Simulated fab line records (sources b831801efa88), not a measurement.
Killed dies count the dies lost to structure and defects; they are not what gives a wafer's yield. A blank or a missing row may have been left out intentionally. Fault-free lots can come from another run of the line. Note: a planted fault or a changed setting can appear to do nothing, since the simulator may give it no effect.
fab line records | flow gf180mcu | part 1 of 2: steps 1 to 41 of 43
[record] lots = 6 | wafers = 18 | last_day = 34
route steps=602 shown HV_LDD@218 NSD@235 PSD@248 PASSIVATION@602
lots untouched by any fault: they come from a run of this same line in which no faults occurred
start_h: start of the lot's first displayed wafer, in hours after the record's first day | wait_h: how many hours have passed since the lot's step before this one | " unchanged from the row above | L1.1+2: a single row standing in for several wafers | - no value, or no start given | * or withheld: withheld | < > ~ a bound
route shown NAME@n: NAME is a module with steps in the file, n the number in the route of the first one | usual: mean/standard deviation of fault-free wafers | same: alike in all rows | chamber/n: place in a boat | sites: readings site by site | _std_site: the standard deviation of these | _edge_site: mean of outer sites minus mean of inner sites | radius_mm: how far each site lies from the wafer's centre | mask NAME#n: copy n | behind: tool/chamber where the wafer was last shaped | hold: what put the lot on hold/how long, in hours/how the hold closed | device: transistor that didn't switch, given as n, p or np | end of line: the tests these same wafers got at the end of their route | where a step has no rows: the recipe by itself | killed: dies lost to structure and defects at the first sort, not the wafer's yield | map: per-die view of a wafer (x killed, . not killed, _ where there is no die)
set.NAME: the setting that was run; set.NAME@STEP: the one run at that earlier step | model.NAME: the simulator's own value behind a step, which no gauge read
a table for each step, a row for each wafer; lots at some steps of the route
services: the hour from which a tool's chamber was out of use, counted from the record's first day as start_h (under 0 if before that day), plus the number of hours and why
[[steps]]
[step GF_HV_LDD_SOFTBAKE_42]
[recipe] temp_c = 90 | time_s = 60 | resist = NOVOLAK
[step GF_HV_LDD_EXPOSE_43]
[recipe] mask_id = Pplus_HV_AREA | target_cd_nm = 400 | na = 0.6 | source_shape = conventional | sigma_outer = 0.6 | dose_mj = 140
[step GF_HV_LDD_PEB_44]
[recipe] temp_c = withheld | time_s = * | resist = NOVOLAK
[step GF_HV_LDD_DEVELOP_45]
[recipe] develop_time_s = 60 | dev_temp_c = 23.49
[step GF_HV_LDD_CD_MEAS_46]
[recipe] target_cd_nm = 400
[usual] cd_nm = 398.9/2.5
lot.wafer | tool      | chamber | start_h | wait_h | cd_nm
L445.1    | cd_sem-01 | -       | 285.52  | 0.1    | 396.7
L445.4    | "         | -       | "       | "      | 397.6
L445.6    | "         | -       | "       | "      | 397.2
L446.1    | cd_sem-01 | -       | 294.75  | 0.2    | 394.7
L446.2    | "         | -       | "       | "      | 396.6
L446.6    | "         | -       | "       | "      | 396.7
L451.1    | cd_sem-02 | -       | 343.88  | 0.1    | 399.9
L451.3    | "         | -       | "       | "      | 401.9
L451.4    | "         | -       | "       | "      | 402.6
L453.2    | cd_sem-02 | -       | 361.38  | 0.1    | 402.2
L453.3    | "         | -       | "       | "      | 403.7
L453.4    | "         | -       | "       | "      | 400.9
L455.1    | cd_sem-01 | -       | 375.99  | 0.1    | 399.9
L455.2    | "         | -       | "       | "      | 401.6
L455.4    | "         | -       | "       | "      | 398.7
L464.2    | cd_sem-02 | -       | 442.63  | 0.1    | 402.2
L464.3    | "         | -       | "       | "      | 400.9
L464.5    | "         | -       | "       | "      | 402.3
[step GF_HV_LDD_OVL_MEAS_47]
[usual] HV_LDD_03_OVL = -0.7/1.4
lot.wafer | tool       | chamber | start_h | wait_h | HV_LDD_03_OVL[nm]
L445.1    | overlay-02 | -       | 285.64  | 0.1    | -1.7
L445.4    | "          | -       | "       | "      | -1.4
L445.6    | "          | -       | "       | "      | -2.2
L446.1    | overlay-01 | -       | 294.87  | 0.1    | -1.6
L446.2    | "          | -       | "       | "      | -2.5
L446.6    | "          | -       | "       | "      | -1.3
L451.1    | overlay-01 | -       | 344.00  | 0.1    | 0.2
L451.3    | "          | -       | "       | "      | -0.5
L451.4    | "          | -       | "       | "      | -2.1
L453.2    | overlay-01 | -       | 361.49  | 0.1    | -1.5
L453.3    | "          | -       | "       | "      | -2.6
L453.4    | "          | -       | "       | "      | -1.9
L455.1    | overlay-01 | -       | 376.11  | 0.1    | 0.3
L455.2    | "          | -       | "       | "      | -0.6
L455.4    | "          | -       | "       | "      | 1.0
L464.2    | overlay-02 | -       | 442.74  | 0.1    | 1.0
L464.3    | "          | -       | "       | "      | 2.0
L464.5    | "          | -       | "       | "      | 0.1
[step GF_HV_LDD_IMPLANT_48]
[recipe] species = B | energy_kev = 25 | dose_cm2 = 3e+13 | tilt_deg = 7
[step GF_HV_LDD_STRIP_49]
[recipe] chemistry = O2/N2 | power_w = 1400 | pressure_mtorr = 1500 | platen_temp_c = 250 | o2_flow_sccm = 3000 | n2_flow_sccm = 300 | overash_fraction = 0.5
[usual] drypump_motor_current_A = 5.5/0.33 | heater_power_w = 350/47 | oes_product_au = 0.716/0.0047 | strip_time_to_endpoint_s = 12.64/0.034
lot.wafer | tool            | chamber | start_h | wait_h | drypump_motor_current_A | heater_power_w | oes_product_au | rf_hours_counter_h | strip_time_to_endpoint_s
L445.1    | plasma_asher-02 | 1       | 285.82  | 0.1    | 5.6                     | 413            | 0.717          | 11                 | 12.66
L445.4    | "               | 1       | "       | "      | 5.6                     | 418            | 0.716          | -                  | 12.65
L445.6    | "               | 0       | "       | "      | 5.5                     | 392            | 0.717          | -                  | 12.65
L446.1    | plasma_asher-02 | 1       | 295.06  | 0.1    | 5.6                     | 414            | 0.715          | 12                 | 12.62
L446.2    | "               | 0       | "       | "      | 5.5                     | 385            | 0.719          | 12                 | 12.63
L446.6    | "               | 0       | "       | "      | 5.4                     | 388            | 0.722          | -                  | 12.67
L451.1    | plasma_asher-01 | 0       | 344.19  | 0.1    | 5.9                     | 344            | 0.712          | 73                 | 12.64
L451.3    | "               | 0       | "       | "      | 5.9                     | 335            | 0.719          | -                  | 12.69
L451.4    | "               | 1       | "       | "      | 5.6                     | 303            | 0.721          | -                  | 12.62
L453.2    | plasma_asher-04 | 1       | 361.67  | 0.1    | 5.0                     | 306            | 0.714          | 78                 | 12.59
L453.3    | "               | 0       | "       | "      | 5.9                     | 317            | 0.720          | -                  | 12.59
L453.4    | "               | 1       | "       | "      | 5.0                     | 307            | 0.712          | -                  | 12.60
L455.1    | plasma_asher-02 | 0       | 376.29  | 0.1    | 5.5                     | 399            | 0.712          | 18                 | 12.63
L455.2    | "               | 1       | "       | "      | 5.6                     | 421            | 0.709          | 18                 | 12.63
L455.4    | "               | 1       | "       | "      | 5.6                     | 413            | 0.716          | -                  | 12.67
L464.2    | plasma_asher-02 | 1       | 442.92  | 0.1    | 5.6                     | 410            | 0.719          | 25                 | 12.65
L464.3    | "               | 0       | "       | "      | 5.5                     | 401            | 0.713          | -                  | 12.66
L464.5    | "               | 0       | "       | "      | 5.5                     | 405            | 0.723          | -                  | 12.62
[step GF_HV_LDD_TW_MEAS_50]
[usual] HV_LDD_4_TW = 572/7.4
lot.wafer | tool          | chamber | start_h | wait_h | HV_LDD_4_TW
L445.1    | film_metro-01 | -       | 285.92  | 0.1    | 560
L445.4    | "             | -       | "       | "      | 565
L445.6    | "             | -       | "       | "      | 563
L446.1    | film_metro-03 | -       | 295.16  | 0.1    | 579
L446.2    | "             | -       | "       | "      | 580
L446.6    | "             | -       | "       | "      | 581
L451.1    | film_metro-01 | -       | 344.29  | 0.1    | 563
L451.3    | "             | -       | "       | "      | 564
L451.4    | "             | -       | "       | "      | 564
L453.2    | film_metro-04 | -       | 361.78  | 0.1    | 567
L453.3    | "             | -       | "       | "      | 567
L453.4    | "             | -       | "       | "      | 566
L455.1    | film_metro-01 | -       | 376.39  | 0.1    | 567
L455.2    | "             | -       | "       | "      | 568
L455.4    | "             | -       | "       | "      | 567
L464.2    | film_metro-03 | -       | 443.03  | 0.1    | 574
L464.3    | "             | -       | "       | "      | 573
L464.5    | "             | -       | "       | "      | 574
[step GF_HV_LDD_CLEAN_51]
[recipe] chemistry = SC1/SC2 | mix = 1:4:20 | temp_c = 70 | time_s = 150 | dry = n2_spin
[step GF_HV_LDD_RTA_52]
[recipe] temp_c = 1000 | time_s = 10 | ambient = N2
[usual] lamp_power_pct = 31.7/1.7 | wafer_temp_C_max = 1004.9/1.9
lot.wafer | tool          | chamber | start_h | wait_h | lamp_power_pct | wafer_temp_C_max
L445.1    | rtp_anneal-02 | 0       | 286.03  | 0.0    | 29.5           | 1002.3
L445.4    | "             | 0       | "       | "      | 29.5           | 1002.4
L445.6    | "             | 0       | "       | "      | 29.5           | 1003.9
L446.1    | rtp_anneal-01 | 0       | 295.27  | 0.0    | 33.1           | 1005.7
L446.2    | "             | 0       | "       | "      | 33.0           | 1006.3
L446.6    | "             | 0       | "       | "      | 33.0           | 1006.1
L451.1    | rtp_anneal-01 | 0       | 344.40  | 0.0    | 33.1           | 1005.7
L451.3    | "             | 0       | "       | "      | 33.1           | 1006.0
L451.4    | "             | 0       | "       | "      | 33.0           | 1005.4
L453.2    | rtp_anneal-02 | 0       | 361.90  | 0.0    | 29.5           | 1003.3
L453.3    | "             | 0       | "       | "      | 29.5           | 1003.5
L453.4    | "             | 0       | "       | "      | 29.5           | 1002.3
L455.1    | rtp_anneal-01 | 0       | 376.50  | 0.0    | 33.0           | 1006.6
L455.2    | "             | 0       | "       | "      | 33.1           | 1007.6
L455.4    | "             | 0       | "       | "      | 33.0           | 1005.2
L464.2    | rtp_anneal-01 | 0       | 443.14  | 0.0    | 33.0           | 1005.9
L464.3    | "             | 0       | "       | "      | 33.0           | 1005.4
L464.5    | "             | 0       | "       | "      | 33.1           | 1004.5
[step GF_HV_LDD_RS_MEAS_53]
[recipe] thk_meas_gauge = four-point-probe
[usual] HV_LDD_RS = 418.7/0.93
lot.wafer | tool          | chamber | start_h | wait_h | HV_LDD_RS[ohm/sq]
L445.1    | film_metro-03 | -       | 286.10  | 0.1    | 419.9
L445.4    | "             | -       | "       | "      | 418.8
L445.6    | "             | -       | "       | "      | 418.4
L446.1    | film_metro-01 | -       | 295.34  | 0.1    | 416.7
L446.2    | "             | -       | "       | "      | 418.1
L446.6    | "             | -       | "       | "      | 417.7
L451.1    | film_metro-01 | -       | 344.47  | 0.1    | 418.1
L451.3    | "             | -       | "       | "      | 418.3
L451.4    | "             | -       | "       | "      | 418.2
L453.2    | film_metro-01 | -       | 361.97  | 0.1    | 417.9
L453.3    | "             | -       | "       | "      | 417.4
L453.4    | "             | -       | "       | "      | 417.5
L455.1    | film_metro-03 | -       | 376.57  | 0.1    | 419.0
L455.2    | "             | -       | "       | "      | 418.1
L455.4    | "             | -       | "       | "      | 418.5
L464.2    | film_metro-01 | -       | 443.22  | 0.1    | 418.0
L464.3    | "             | -       | "       | "      | 416.5
L464.5    | "             | -       | "       | "      | 417.6
[step GF_HV_LDD_CVD_54]
[recipe] material = SiO2 | target_thk_nm = 10 | precursor = TEOS | temp_c = 680 | time_s = 75 | pressure_mtorr = 400
[usual] spike_tc_bottom_C = 699.9/2.1 | spike_tc_lower_C = 681.0/1.4 | zone_power_lower_pct = 11.2/1.2
lot.wafer | tool     | chamber | start_h | wait_h | spike_tc_bottom_C | spike_tc_lower_C | zone_power_lower_pct
L445.1    | lpcvd-02 | 0       | 286.22  | 0.1    | 695.5             | 681.2            | 12.4
L445.4    | "        | 0       | "       | "      | 695.6             | 678.3            | 12.4
L445.6    | "        | 0       | "       | "      | 696.4             | 678.5            | 12.4
L446.1    | lpcvd-02 | 0       | 295.46  | 0.1    | 697.5             | 680.5            | 12.4
L446.2    | "        | 0       | "       | "      | 696.2             | 680.4            | 12.2
L446.6    | "        | 0       | "       | "      | 696.5             | 678.5            | 12.6
L451.1    | lpcvd-01 | 1       | 344.59  | 0.1    | 703.0             | 679.1            | 9.7
L451.3    | "        | 1       | "       | "      | 700.3             | 679.7            | 9.9
L451.4    | "        | 1       | "       | "      | 703.4             | 678.7            | 9.8
L453.2    | lpcvd-02 | 1       | 362.10  | 0.1    | 701.6             | 682.7            | 12.0
L453.3    | "        | 1       | "       | "      | 702.0             | 682.6            | 12.0
L453.4    | "        | 1       | "       | "      | 700.7             | 682.1            | 12.2
L455.1    | lpcvd-02 | 1       | 377.20  | 0.6    | 701.8             | 681.7            | 12.2
L455.2    | "        | 1       | "       | "      | 701.7             | 680.4            | 12.0
L455.4    | "        | 1       | "       | "      | 701.4             | 684.7            | 12.1
L464.2    | lpcvd-01 | 1       | 443.32  | 0.1    | 701.4             | 681.3            | 9.7
L464.3    | "        | 1       | "       | "      | 701.8             | 681.9            | 9.9
L464.5    | "        | 1       | "       | "      | 703.1             | 682.2            | 9.8
[step GF_HV_LDD_THK_MEAS_55]
[recipe] reads = SiO2_of_HV_LDD_CVD_54
[usual] HV_LDD_CVD_54_THK = 10.02/0.19
lot.wafer | tool          | chamber | start_h | wait_h | HV_LDD_CVD_54_THK[nm]
L445.1    | film_metro-01 | -       | 287.24  | 0.0    | 9.92
L445.4    | "             | -       | "       | "      | 9.90
L445.6    | "             | -       | "       | "      | 9.86
L446.1    | film_metro-01 | -       | 296.48  | 0.0    | 9.90
L446.2    | "             | -       | "       | "      | 9.92
L446.6    | "             | -       | "       | "      | 9.82
L451.1    | film_metro-04 | -       | 345.61  | 0.0    | 9.51
L451.3    | "             | -       | "       | "      | 9.62
L451.4    | "             | -       | "       | "      | 9.57
L453.2    | film_metro-01 | -       | 363.65  | 0.0    | 10.04
L453.3    | "             | -       | "       | "      | 9.99
L453.4    | "             | -       | "       | "      | 10.07
L455.1    | film_metro-04 | -       | 378.22  | 0.0    | 10.32
L455.2    | "             | -       | "       | "      | 10.27
L455.4    | "             | -       | "       | "      | 10.10
L464.2    | film_metro-03 | -       | 444.35  | 0.0    | 10.17
L464.3    | "             | -       | "       | "      | 10.22
L464.5    | "             | -       | "       | "      | 10.03
[step GF_HV_LDD_CVD_56]
[recipe] material = Si3N4 | precursor = DCS/NH3 | target_thk_nm = 90 | temp_c = 770 | time_s = 1543 | pressure_mtorr = 250
[step GF_HV_LDD_THK_MEAS_57]
[recipe] reads = Si3N4_of_HV_LDD_CVD_56
[usual] HV_LDD_CVD_56_THK = 90.1/0.79
lot.wafer | tool          | chamber | start_h | wait_h | HV_LDD_CVD_56_THK[nm]
L445.1    | film_metro-03 | -       | 288.73  | 0.0    | 89.3
L445.4    | "             | -       | "       | "      | 89.8
L445.6    | "             | -       | "       | "      | 89.8
L446.1    | film_metro-03 | -       | 297.97  | 0.0    | 90.0
L446.2    | "             | -       | "       | "      | 90.2
L446.6    | "             | -       | "       | "      | 90.7
L451.1    | film_metro-03 | -       | 347.10  | 0.0    | 88.5
L451.3    | "             | -       | "       | "      | 89.2
L451.4    | "             | -       | "       | "      | 88.5
L453.2    | film_metro-03 | -       | 365.85  | 0.0    | 89.5
L453.3    | "             | -       | "       | "      | 89.0
L453.4    | "             | -       | "       | "      | 88.6
L455.1    | film_metro-01 | -       | 379.99  | 0.0    | 90.7
L455.2    | "             | -       | "       | "      | 89.3
L455.4    | "             | -       | "       | "      | 91.0
L464.2    | film_metro-03 | -       | 445.84  | 0.0    | 90.1
L464.3    | "             | -       | "       | "      | 90.4
L464.5    | "             | -       | "       | "      | 91.0
[step GF_HV_LDD_ETCHBACK_58]
[recipe] chemistry = CH3F/O2 | target = Si3N4 | stop_on = SiO2 | source_w = 400 | bias_w = 80 | pressure_mtorr = 25 | ch3f_flow_sccm = 40 | O2_flow_sccm = 30 | time_s = 100 | target_depth_a = 900
[usual] drypump_motor_current_A = 5.7/0.45 | oes_product_au = 0.843/0.0065 | throttle_valve_pct = 10.561/0.0088
lot.wafer | tool        | chamber | start_h | wait_h | drypump_motor_current_A | oes_product_au | rf_hours_counter_h | throttle_valve_pct
L445.1    | rie_diel-03 | 0       | 288.79  | 0.1    | 6.1                     | 0.837          | 60                 | 10.551
L445.4    | "           | 3       | "       | "      | 5.5                     | 0.834          | 10                 | 10.563
L445.6    | "           | 2       | "       | "      | 5.9                     | 0.847          | -                  | 10.558
L446.1    | rie_diel-03 | 3       | 298.03  | 0.1    | 5.4                     | 0.844          | 10                 | 10.562
L446.2    | "           | 2       | "       | "      | 5.9                     | 0.841          | 26                 | 10.567
L446.6    | "           | 2       | "       | "      | 5.9                     | 0.844          | -                  | 10.554
L451.1    | rie_diel-02 | 1       | 347.16  | 0.1    | 5.4                     | 0.838          | 6                  | 10.564
L451.3    | "           | 3       | "       | "      | 5.0                     | 0.837          | 116                | 10.569
L451.4    | "           | 0       | "       | "      | 5.3                     | 0.829          | 1                  | 10.551
L453.2    | rie_diel-01 | 1       | 365.90  | 0.0    | 6.0                     | 0.839          | 26                 | 10.561
L453.3    | "           | 0       | "       | "      | 5.1                     | 0.836          | 10                 | 10.559
L453.4    | "           | 2       | "       | "      | 6.4                     | 0.839          | 87                 | 10.558
L455.1    | rie_diel-03 | 2       | 380.05  | 0.1    | 5.9                     | 0.857          | 28                 | 10.561
L455.2    | "           | 3       | "       | "      | 5.4                     | 0.835          | 12                 | 10.557
L455.4    | "           | 0       | "       | "      | 6.1                     | 0.853          | -                  | 10.559
L464.2    | rie_diel-03 | 2       | 445.89  | 0.0    | 5.9                     | 0.843          | 30                 | 10.558
L464.3    | "           | 3       | "       | "      | 5.5                     | 0.851          | 14                 | 10.561
L464.5    | "           | 2       | "       | "      | 5.9                     | 0.844          | -                  | 10.576
[step GF_NSD_DEHYDRATE_00]
[recipe] temp_c = 200 | time_s = 60
[step GF_NSD_HMDS_01]
[recipe] prime_time_s = 60 | prime_temp_c = 120
[step GF_NSD_COAT_02]
[recipe] resist = NOVOLAK | spin_rpm = 3000 | resist_thk_nm = 1000
[step GF_NSD_SOFTBAKE_03]
[recipe] temp_c = 90 | time_s = 60 | resist = NOVOLAK
[step GF_NSD_EXPOSE_04]
[recipe] mask_id = Nplus | target_cd_nm = 400 | na = 0.6 | source_shape = conventional | sigma_outer = 0.6 | dose_mj = 140
[step GF_NSD_PEB_05]
[recipe] temp_c = withheld | time_s = * | resist = NOVOLAK
[step GF_NSD_DEVELOP_06]
[recipe] develop_time_s = 60 | dev_temp_c = 23
[step GF_NSD_CD_MEAS_07]
[recipe] target_cd_nm = 400
[usual] cd_nm = 400/3
lot.wafer | tool      | chamber | start_h | wait_h | cd_nm
L445.1    | cd_sem-02 | -       | 308.73  | 0.1    | 398
L445.4    | "         | -       | "       | "      | 397
L445.6    | "         | -       | "       | "      | 398
L446.1    | cd_sem-02 | -       | 318.29  | 0.1    | 396
L446.2    | "         | -       | "       | "      | 395
L446.6    | "         | -       | "       | "      | 395
L451.1    | cd_sem-02 | -       | 369.24  | 0.1    | 399
L451.3    | "         | -       | "       | "      | 398
L451.4    | "         | -       | "       | "      | 402
L453.2    | cd_sem-01 | -       | 387.90  | 0.1    | 396
L453.3    | "         | -       | "       | "      | 397
L453.4    | "         | -       | "       | "      | 396
L455.1    | cd_sem-01 | -       | 402.73  | 0.1    | 396
L455.2    | "         | -       | "       | "      | 395
L455.4    | "         | -       | "       | "      | 396
L464.2    | cd_sem-01 | -       | 470.30  | 0.1    | 393
L464.3    | "         | -       | "       | "      | 395
L464.5    | "         | -       | "       | "      | 397
[step GF_NSD_OVL_MEAS_08]
[usual] NSD_OVL = -0.7/1.3
lot.wafer | tool       | chamber | start_h | wait_h | NSD_OVL[nm]
L445.1    | overlay-02 | -       | 308.85  | 0.1    | -0.3
L445.4    | "          | -       | "       | "      | -0.8
L445.6    | "          | -       | "       | "      | -1.0
L446.1    | overlay-02 | -       | 318.41  | 0.1    | -0.6
L446.2    | "          | -       | "       | "      | -0.7
L446.6    | "          | -       | "       | "      | -0.1
L451.1    | overlay-01 | -       | 369.36  | 0.1    | -0.9
L451.3    | "          | -       | "       | "      | -2.1
L451.4    | "          | -       | "       | "      | -2.7
L453.2    | overlay-01 | -       | 388.01  | 0.1    | 0.0
L453.3    | "          | -       | "       | "      | 0.7
L453.4    | "          | -       | "       | "      | 0.1
L455.1    | overlay-02 | -       | 402.85  | 0.1    | 1.1
L455.2    | "          | -       | "       | "      | -0.8
L455.4    | "          | -       | "       | "      | 0.0
L464.2    | overlay-02 | -       | 470.41  | 0.1    | -2.2
L464.3    | "          | -       | "       | "      | -1.9
L464.5    | "          | -       | "       | "      | -3.0
[step GF_NSD_IMPLANT_09]
[recipe] species = As | energy_kev = 60 | dose_cm2 = 4e+15 | tilt_deg = 7
[step GF_NSD_IMPLANT_10]
[recipe] species = P | energy_kev = 40 | dose_cm2 = 5e+14 | tilt_deg = 7
[step GF_NSD_STRIP_11]
[recipe] chemistry = O2/N2 | power_w = 1400 | pressure_mtorr = 1500 | platen_temp_c = 250 | o2_flow_sccm = 3000 | n2_flow_sccm = 300 | overash_fraction = 0.5
[usual] drypump_motor_current_A = 5.6/0.32 | heater_power_w = 326/23 | oes_product_au = 0.487/0.0041 | strip_time_to_endpoint_s = 22.95/0.044
lot.wafer | tool            | chamber | start_h | wait_h | drypump_motor_current_A | heater_power_w | oes_product_au | rf_hours_counter_h | strip_time_to_endpoint_s
L445.1    | plasma_asher-04 | 1       | 309.19  | 0.1    | 5.0                     | 304            | 0.483          | 72                 | 22.95
L445.4    | "               | 0       | "       | "      | 5.9                     | 308            | 0.488          | -                  | 22.94
L445.6    | "               | 0       | "       | "      | 5.9                     | 307            | 0.482          | -                  | 22.95
L446.1    | plasma_asher-04 | 1       | 318.74  | 0.1    | 5.0                     | 307            | 0.495          | 73                 | 22.99
L446.2    | "               | 0       | "       | "      | 5.9                     | 308            | 0.485          | 73                 | 23.00
L446.6    | "               | 1       | "       | "      | 4.9                     | 319            | 0.490          | -                  | 22.96
L451.1    | plasma_asher-01 | 0       | 369.69  | 0.1    | 5.9                     | 329            | 0.487          | 76                 | 22.91
L451.3    | "               | 0       | "       | "      | 5.9                     | 344            | 0.487          | -                  | 22.91
L451.4    | "               | 1       | "       | "      | 5.6                     | 312            | 0.486          | -                  | 22.91
L453.2    | plasma_asher-01 | 0       | 388.34  | 0.1    | 5.9                     | 340            | 0.485          | 78                 | 23.04
L453.3    | "               | 0       | "       | "      | 5.9                     | 339            | 0.480          | -                  | 22.97
L453.4    | "               | 1       | "       | "      | 5.6                     | 304            | 0.491          | -                  | 23.00
L455.1    | plasma_asher-01 | 1       | 403.19  | 0.1    | 5.6                     | 298            | 0.485          | 80                 | 23.02
L455.2    | "               | 0       | "       | "      | 5.9                     | 329            | 0.493          | 80                 | 23.03
L455.4    | "               | 0       | "       | "      | 5.9                     | 336            | 0.487          | -                  | 23.03
L464.2    | plasma_asher-03 | 1       | 470.74  | 0.1    | 5.5                     | 377            | 0.486          | 72                 | 22.94
L464.3    | "               | 0       | "       | "      | 5.9                     | 322            | 0.483          | -                  | 22.90
L464.5    | "               | 0       | "       | "      | 5.9                     | 321            | 0.494          | -                  | 22.89
[step GF_NSD_TW_MEAS_12]
[usual] NSD_TW = 4273/48
lot.wafer | tool          | chamber | start_h | wait_h | NSD_TW
L445.1    | film_metro-04 | -       | 309.29  | 0.1    | 4195
L445.4    | "             | -       | "       | "      | 4194
L445.6    | "             | -       | "       | "      | 4198
L446.1    | film_metro-02 | -       | 318.84  | 0.1    | 4279
L446.2    | "             | -       | "       | "      | 4290
L446.6    | "             | -       | "       | "      | 4296
L451.1    | film_metro-03 | -       | 369.79  | 0.1    | 4326
L451.3    | "             | -       | "       | "      | 4290
L451.4    | "             | -       | "       | "      | 4317
L453.2    | film_metro-03 | -       | 388.45  | 0.1    | 4321
L453.3    | "             | -       | "       | "      | 4338
L453.4    | "             | -       | "       | "      | 4347
L455.1    | film_metro-04 | -       | 403.29  | 0.1    | 4216
L455.2    | "             | -       | "       | "      | 4204
L455.4    | "             | -       | "       | "      | 4192
L464.2    | film_metro-03 | -       | 470.85  | 0.1    | 4304
L464.3    | "             | -       | "       | "      | 4302
L464.5    | "             | -       | "       | "      | 4310
[step GF_PSD_DEHYDRATE_00]
[recipe] temp_c = 200 | time_s = 60
[step GF_PSD_HMDS_01]
[recipe] prime_time_s = 60 | prime_temp_c = 120
[step GF_PSD_COAT_02]
[recipe] resist = NOVOLAK | spin_rpm = 3000 | resist_thk_nm = 1000
[step GF_PSD_SOFTBAKE_03]
[recipe] temp_c = 90 | time_s = 60 | resist = NOVOLAK
[step GF_PSD_EXPOSE_04]
[recipe] mask_id = Pplus | target_cd_nm = 400 | na = 0.6 | source_shape = conventional | sigma_outer = 0.6 | dose_mj = 140
[step GF_PSD_PEB_05]
[recipe] temp_c = withheld | time_s = * | resist = NOVOLAK
[step GF_PSD_DEVELOP_06]
[recipe] develop_time_s = 60 | dev_temp_c = 23.31
[step GF_PSD_CD_MEAS_07]
[recipe] target_cd_nm = 400
[usual] cd_nm = 400.3/2.1
lot.wafer | tool      | chamber | start_h | wait_h | cd_nm
L445.1    | cd_sem-01 | -       | 329.33  | 0.1    | 399.5
L445.4    | "         | -       | "       | "      | 399.9
L445.6    | "         | -       | "       | "      | 399.2
L446.1    | cd_sem-01 | -       | 339.62  | 0.1    | 394.8
L446.2    | "         | -       | "       | "      | 397.2
L446.6    | "         | -       | "       | "      | 396.2
L451.1    | cd_sem-02 | -       | 392.36  | 0.1    | 400.5
L451.3    | "         | -       | "       | "      | 401.7
L451.4    | "         | -       | "       | "      | 401.9
L453.2    | cd_sem-01 | -       | 411.95  | 0.1    | 399.0
L453.3    | "         | -       | "       | "      | 396.4
L453.4    | "         | -       | "       | "      | 400.5
L455.1    | cd_sem-02 | -       | 426.43  | 0.1    | 405.6
L455.2    | "         | -       | "       | "      | 404.3
L455.4    | "         | -       | "       | "      | 404.4
L464.2    | cd_sem-01 | -       | 494.50  | 0.1    | 401.3
L464.3    | "         | -       | "       | "      | 401.2
L464.5    | "         | -       | "       | "      | 401.5
[step GF_PSD_OVL_MEAS_08]
[usual] PSD_OVL = 1.0/1.3
lot.wafer | tool       | chamber | start_h | wait_h | PSD_OVL[nm]
L445.1    | overlay-02 | -       | 329.45  | 0.1    | 0.8
L445.4    | "          | -       | "       | "      | 0.9
L445.6    | "          | -       | "       | "      | 0.9
L446.1    | overlay-02 | -       | 339.74  | 0.1    | 0.6
L446.2    | "          | -       | "       | "      | 1.1
L446.6    | "          | -       | "       | "      | -0.3
L451.1    | overlay-02 | -       | 392.48  | 0.1    | 0.9
L451.3    | "          | -       | "       | "      | 2.3
L451.4    | "          | -       | "       | "      | 2.0
L453.2    | overlay-02 | -       | 412.06  | 0.1    | 0.9
L453.3    | "          | -       | "       | "      | 2.0
L453.4    | "          | -       | "       | "      | 3.0
L455.1    | overlay-01 | -       | 426.55  | 0.1    | 3.7
L455.2    | "          | -       | "       | "      | 3.0
L455.4    | "          | -       | "       | "      | 3.6
L464.2    | overlay-01 | -       | 494.61  | 0.1    | -1.4
L464.3    | "          | -       | "       | "      | -1.6
L464.5    | "          | -       | "       | "      | -1.4
[step GF_PSD_IMPLANT_09]
[recipe] species = BF2 | energy_kev = 40 | dose_cm2 = 1.5e+15 | tilt_deg = 7
[step GF_PSD_STRIP_10]
[recipe] chemistry = O2/N2 | power_w = 1400 | pressure_mtorr = 1500 | platen_temp_c = 250 | o2_flow_sccm = 3000 | n2_flow_sccm = 300 | overash_fraction = 0.5
[usual] drypump_motor_current_A = 5.66/0.17 | heater_power_w = 358/38 | oes_product_au = 0.592/0.0046 | strip_time_to_endpoint_s = 16.53/0.038
lot.wafer | tool            | chamber | start_h | wait_h | drypump_motor_current_A | heater_power_w | oes_product_au | rf_hours_counter_h | strip_time_to_endpoint_s
L445.1    | plasma_asher-01 | 1       | 329.64  | 0.1    | 5.58                    | 303            | 0.595          | 71                 | 16.52
L445.4    | "               | 1       | "       | "      | 5.60                    | 310            | 0.586          | -                  | 16.54
L445.6    | "               | 0       | "       | "      | 5.90                    | 341            | 0.587          | -                  | 16.51
L446.1    | plasma_asher-01 | 1       | 339.92  | 0.1    | 5.63                    | 309            | 0.588          | 72                 | 16.60
L446.2    | "               | 0       | "       | "      | 5.91                    | 326            | 0.598          | 72                 | 16.57
L446.6    | "               | 0       | "       | "      | 5.92                    | 346            | 0.590          | -                  | 16.59
L451.1    | plasma_asher-02 | 0       | 392.67  | 0.1    | 5.45                    | 396            | 0.584          | 20                 | 16.50
L451.3    | "               | 1       | "       | "      | 5.58                    | 411            | 0.594          | -                  | 16.54
L451.4    | "               | 0       | "       | "      | 5.46                    | 391            | 0.590          | -                  | 16.52
L453.2    | plasma_asher-02 | 0       | 412.24  | 0.1    | 5.45                    | 390            | 0.587          | 21                 | 16.50
L453.3    | "               | 0       | "       | "      | 5.49                    | 394            | 0.591          | -                  | 16.51
L453.4    | "               | 1       | "       | "      | 5.62                    | 422            | 0.591          | -                  | 16.50
L455.1    | plasma_asher-03 | 1       | 426.74  | 0.1    | 5.53                    | 369            | 0.599          | 68                 | 16.57
L455.2    | "               | 0       | "       | "      | 5.86                    | 327            | 0.593          | 68                 | 16.56
L455.4    | "               | 0       | "       | "      | 5.86                    | 333            | 0.593          | -                  | 16.54
L464.2    | plasma_asher-01 | 1       | 494.79  | 0.1    | 5.58                    | 306            | 0.594          | 7                  | 16.48
L464.3    | "               | 0       | "       | "      | 5.92                    | 360            | 0.603          | -                  | 16.54
L464.5    | "               | 1       | "       | "      | 5.60                    | 310            | 0.589          | -                  | 16.53
